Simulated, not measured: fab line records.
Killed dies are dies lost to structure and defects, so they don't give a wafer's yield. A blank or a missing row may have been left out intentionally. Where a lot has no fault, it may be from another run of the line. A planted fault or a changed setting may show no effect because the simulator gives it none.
The same fault as seen by 2 desks + flow gf180mcu + only its own numbers are on each desk; what lay behind them is given at the end

== DESK OF THE TOOL OWNER: implanter-04 ==
The tool's own readings at GF_LVPWELL_IMPLANT_09, given as means over the sampled wafers that have a number, one for each lot that went through this tool. If a lot's mean is further than 4 standard deviations from the usual mean, the lot is out of limits and carries the mark OUT (the distance appears in the brackets).
Columns: A = beam_energy_keV at GF_LVPWELL_IMPLANT_09, usual 60.002
| lot  | first seen here | A                        |
|------|-----------------|--------------------------|
| L792 | day 4 15:29     | 59.998                   |
| L796 | day 5 16:21     | 55.740 (-99 or more) OUT |
| L797 | day 5 18:38     | 55.740 (-99 or more) OUT |
| L800 | day 6 12:44     | 55.734 (-99 or more) OUT |
| L812 | day 9 05:09     | 60.008                   |
Finding of this desk: L796, L797, L800 out of limits; the first was L796 at day 5 16:21, on beam_energy_keV at GF_LVPWELL_IMPLANT_09. Within limits: L792, L812.

== METROLOGY DESK ==
What the gauges read, lot by lot, whatever tool the lot ran on: means of the sampled wafers that have a number. If a lot's mean is further than 4 standard deviations from the usual mean, the lot is out of limits and carries the mark OUT (the distance appears in the brackets).
Columns: A = NWELL_TW at GF_NWELL_TW_MEAS_11, usual 1573; B = LVPWELL_OVL at GF_LVPWELL_OVL_MEAS_07, usual -0.3 nm
| lot  | first seen here | A    | B    |
|------|-----------------|------|------|
| L792 | day 4 01:56     | 1586 | 0.1  |
| L796 | day 5 02:18     | 1585 | 0.1  |
| L797 | day 5 04:09     | 1587 | -1.6 |
| L800 | day 5 21:46     | 1564 | -0.5 |
| L805 | day 6 23:29     | 1568 | -0.1 |
| L809 | day 7 21:15     | 1587 | -0.8 |
| L812 | day 8 12:59     | 1582 | -0.3 |
Finding of this desk: none of the 7 lots has anything out of limits.

== TAKEN TOGETHER ==
An alarm could have come from the tool owner's desk at day 5 16:21, on L796, L797, L800.
Metrology desk: nothing out of limits seen.
The metrology desk has L796, L797, L800 on record, within its limits.
Every lot named ran GF_LVPWELL_IMPLANT_09 on implanter-04.

== WHAT THE SIMULATOR HAD INSERTED ==
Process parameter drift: implanter-04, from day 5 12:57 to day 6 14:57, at GF_LVPWELL_IMPLANT_09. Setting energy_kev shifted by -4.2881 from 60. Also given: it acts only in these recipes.
Lots struck among those shown: L796, L797, L800.
Each desk's first reading out of limits, in hours after the fault started: the tool owner's desk, 3.
